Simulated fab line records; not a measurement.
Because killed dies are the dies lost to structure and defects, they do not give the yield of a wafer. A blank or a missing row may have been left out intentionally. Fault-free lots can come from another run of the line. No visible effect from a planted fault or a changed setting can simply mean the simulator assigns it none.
2 desks looking at one fault | flow sfq-line | each desk holds nothing but its own numbers, with what lay behind them at the end

TOOL OWNER'S DESK, pvd-sputter-03
The tool's own readings at SFQ_TRILAYER_JJ_TRILAYER_DEP_SPUTTER_109 (material Nb, target thk 150 nm, time 100 s): means of the sampled wafers that have a number, for each lot that ran on this tool. Any lot whose mean is over 4 standard deviations away from the usual mean is out of limits and marked OUT; that distance is given in the brackets.
Columns: A = base-pressure-pa at SFQ_TRILAYER_JJ_TRILAYER_DEP_SPUTTER_109, usual 1.34e-06 Pa; B = chamber-pressure-pa at SFQ_TRILAYER_JJ_TRILAYER_DEP_SPUTTER_109, usual 0.13331 Pa; C = throttle-valve-pct at SFQ_TRILAYER_JJ_TRILAYER_DEP_SPUTTER_109, usual 29.8 %
lot  | first seen here | A        | B                 | C
L390 | day 57 21:53    | 1.43e-06 | 0.14212 (+34) OUT | 29.0
L394 | day 59 07:11    | 1.36e-06 | 0.14227 (+34) OUT | 28.9
L401 | day 63 04:28    | 1.27e-06 | 0.13337           | 29.6
This desk's verdict: out of limits on L390, L394, starting with L390 at day 57 21:53 (chamber-pressure-pa at SFQ_TRILAYER_JJ_TRILAYER_DEP_SPUTTER_109). L401: within limits.

METROLOGY DESK
What the gauges read, lot by lot, whatever tool the lot ran on: means of the sampled wafers that have a number. Any lot whose mean is over 4 standard deviations away from the usual mean is out of limits and marked OUT; that distance is given in the brackets.
Columns: A = I4_OVL at SFQ_I4_OVL_MEAS_928, usual 5 nm
lot  | first seen here | A
L387 | day 57 05:17    | 6
L390 | day 57 20:54    | 8
L394 | day 59 06:13    | 5
L397 | day 61 01:05    | -0
L399 | day 62 17:53    | 8
L401 | day 63 03:29    | 5
This desk's verdict: no lot among the 6 shows anything out of limits.

TAKEN TOGETHER
On L390, L394, at day 57 21:53, an alarm was possible from the tool owner's desk.
Metrology desk: nothing out of limits seen.
The metrology desk has L390, L394 on record, within its limits.
SFQ_TRILAYER_JJ_TRILAYER_DEP_SPUTTER_109 was run on pvd-sputter-03 by each of the lots named.

WHAT HAD BEEN PUT IN BY THE SIMULATOR
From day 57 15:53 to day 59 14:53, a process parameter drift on pvd-sputter-03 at SFQ_TRILAYER_JJ_TRILAYER_DEP_SPUTTER_109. The setting chamber-pressure-pa was moved by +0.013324, starting from 0.1333. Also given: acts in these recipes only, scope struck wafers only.
Lots struck among those shown: L390, L394.
Hours from the fault's start to each desk's first reading out of limits: the tool owner's desk, 6.
